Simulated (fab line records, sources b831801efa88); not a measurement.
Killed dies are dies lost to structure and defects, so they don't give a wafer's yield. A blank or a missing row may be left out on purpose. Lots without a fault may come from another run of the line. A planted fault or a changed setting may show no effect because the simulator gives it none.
Which tool did it? | flow sky130 | 15 lots, 45 wafers sampled, at 3 steps of a route of 708

WHAT THE GAUGES READ, wafer by wafer
SKY_CAP2M_RS_MEAS_03: measures by four-point-probe. Usual: CAP2M_TIN_RS 6.93 ohm/sq, standard deviation 0.066.
lot  | measured     | on            | CAP2M_TIN_RS (ohm/sq) | flag
L974 | day 40 05:13 | film_metro-02 | 6.98 6.89 6.82        |
L976 | day 41 09:56 | film_metro-02 | 6.91 6.91 6.93        |
L978 | day 41 10:46 | film_metro-02 | 6.92 6.99 6.90        |
L980 | day 42 08:51 | film_metro-03 | 6.82 6.88 6.84        |
L984 | day 42 21:58 | film_metro-02 | - - - - - -           | OFF
L985 | day 43 07:21 | film_metro-04 | - - - - - -           | OFF
L986 | day 43 17:20 | film_metro-04 | - - - - - -           | OFF
L987 | day 44 02:09 | film_metro-04 | 6.84 6.96 6.93        |
L988 | day 44 07:18 | film_metro-04 | 6.86 6.81 6.95        |
L990 | day 44 22:29 | film_metro-04 | 6.87 6.97 6.91        |
L989 | day 45 02:33 | film_metro-02 | 7.00 6.99 7.03        |
L991 | day 45 04:08 | film_metro-03 | 7.02 7.09 6.89        |
L993 | day 45 14:37 | film_metro-02 | 6.94 6.88 6.92        |
L994 | day 45 15:53 | film_metro-04 | 6.89 6.91 6.91        |
L995 | day 45 23:17 | film_metro-02 | 6.93 7.01 6.92        |

WHICH TOOL RAN EACH LOT (tool, then ch and the chambers of the sampled wafers, then the start)
lot  | SKY_CONTACT_ETCH_17                | SKY_CAP2M_SPUTTER_02
L974 | rie_diel-04 ch 0,1,3, day 32 02:49 | pvd_sputter-02, day 40 05:06
L976 | rie_diel-04 ch 2,3, day 33 10:19   | pvd_sputter-02, day 41 09:49
L978 | rie_diel-01 ch 2,3, day 33 11:08   | pvd_sputter-02, day 41 10:37
L980 | rie_diel-04 ch 2,3, day 34 10:52   | pvd_sputter-03, day 42 08:44
L984 | rie_diel-01 ch 0,1, day 35 05:05   | pvd_sputter-03, day 42 21:52
L985 | rie_diel-04 ch 1,2,3, day 35 13:58 | pvd_sputter-03, day 43 07:14
L986 | rie_diel-04 ch 0,1,3, day 35 22:58 | pvd_sputter-02, day 43 17:13
L987 | rie_diel-01 ch 0,3, day 36 10:28   | pvd_sputter-03, day 44 02:01
L988 | rie_diel-01 ch 1,2, day 36 16:26   | pvd_sputter-03, day 44 07:11
L990 | rie_diel-01 ch 0,1,3, day 37 11:31 | pvd_sputter-04, day 44 22:22
L989 | rie_diel-01 ch 0,1, day 37 14:14   | pvd_sputter-02, day 45 02:25
L991 | rie_diel-02 ch 1,2, day 37 15:55   | pvd_sputter-02, day 45 04:02
L993 | rie_diel-04 ch 2,3, day 38 04:43   | pvd_sputter-02, day 45 14:29
L994 | rie_diel-04 ch 0,1,3, day 38 05:41 | pvd_sputter-04, day 45 15:47
L995 | rie_diel-02 ch 0,1,3, day 38 15:58 | pvd_sputter-03, day 45 23:10
- SKY_CONTACT_ETCH_17: etches SiO2 in C4F8/O2/Ar, stops on Si3N4, target depth 340 nm.
- SKY_CAP2M_SPUTTER_02: material TiN, target thk 200 nm, time 166.7 s.

WHAT THE TOOLS THEMSELVES READ (means of the sampled wafers that have a number; where no wafer has one, the mark that the record gives instead)
SKY_CONTACT_ETCH_17. Usual: oes_product_au 0.893 a.u., standard deviation 0.0048.
lot  | tool        | oes_product_au (a.u.) | flag
L974 | rie_diel-04 | 0.892                 |
L976 | rie_diel-04 | 0.891                 |
L978 | rie_diel-01 | 0.890                 |
L980 | rie_diel-04 | 0.891                 |
L984 | rie_diel-01 | 0.891                 |
L985 | rie_diel-04 | 0.893                 |
L986 | rie_diel-04 | 0.893                 |
L987 | rie_diel-01 | 0.887                 |
L988 | rie_diel-01 | 0.896                 |
L990 | rie_diel-01 | 0.892                 |
L989 | rie_diel-01 | 0.895                 |
L991 | rie_diel-02 | 0.898                 |
L993 | rie_diel-04 | 0.894                 |
L994 | rie_diel-04 | 0.894                 |
L995 | rie_diel-02 | 0.895                 |

SKY_CAP2M_SPUTTER_02. Usual: cathode_dc_power_W 6500.0 W, standard deviation 1.2; chamber_pressure_pa 0.4001 Pa, standard deviation 0.0008; throttle_valve_pct 30.5 %, standard deviation 0.58.
lot  | tool           | cathode_dc_power_W (W) | chamber_pressure_pa (Pa) | throttle_valve_pct (%) | flag
L974 | pvd_sputter-02 | 6499.4                 | 0.4005                   | 30.6                   |
L976 | pvd_sputter-02 | 6499.7                 | 0.3995                   | 30.3                   |
L978 | pvd_sputter-02 | 6498.5                 | 0.3997                   | 30.6                   |
L980 | pvd_sputter-03 | 6499.7                 | 0.4004                   | 30.7                   |
L984 | pvd_sputter-03 | -                      | -                        | -                      | OFF
L985 | pvd_sputter-03 | -                      | -                        | -                      | OFF
L986 | pvd_sputter-02 | -                      | -                        | -                      | OFF
L987 | pvd_sputter-03 | 6499.0                 | 0.4004                   | 30.6                   |
L988 | pvd_sputter-03 | 6500.2                 | 0.4001                   | 30.8                   |
L990 | pvd_sputter-04 | 6499.6                 | 0.3999                   | 30.6                   |
L989 | pvd_sputter-02 | 6500.4                 | 0.4001                   | 29.6                   |
L991 | pvd_sputter-02 | 6500.6                 | 0.3999                   | 29.5                   |
L993 | pvd_sputter-02 | 6500.3                 | 0.3998                   | 30.7                   |
L994 | pvd_sputter-04 | 6501.0                 | 0.4004                   | 30.7                   |
L995 | pvd_sputter-03 | 6500.2                 | 0.3998                   | 30.5                   |

THE ANSWER, worked out from the rows above alone
Rule: a lot is off if the mean of its wafers that have a number lies more than 3 standard deviations from the usual mean. A lot without any number at a reading at which 4 lots or more have one is off too. The other lots that the step has rows for count as sound. The gauges are gone through in route order, then the tools' own readings, and for those a lot's mean is taken as printed above. The first step at which some lot is off is used, and at that step the reading that is off furthest; a lot without a number counts as furthest.
Off: L984, L985, L986, at SKY_CAP2M_RS_MEAS_03 (CAP2M_TIN_RS). Without a number there: L984, L985, L986.
A tool fits if, at a process step before that reading, it ran every lot that is off, and no sound lot after the first of them. The gauges at SKY_CAP2M_RS_MEAS_03 aren't tried: what is off there is off at SKY_CAP2M_SPUTTER_02 too, on other tools, and a gauge's error can't cause that. None of those tried fits.

WHAT THE SIMULATOR HAD PUT IN
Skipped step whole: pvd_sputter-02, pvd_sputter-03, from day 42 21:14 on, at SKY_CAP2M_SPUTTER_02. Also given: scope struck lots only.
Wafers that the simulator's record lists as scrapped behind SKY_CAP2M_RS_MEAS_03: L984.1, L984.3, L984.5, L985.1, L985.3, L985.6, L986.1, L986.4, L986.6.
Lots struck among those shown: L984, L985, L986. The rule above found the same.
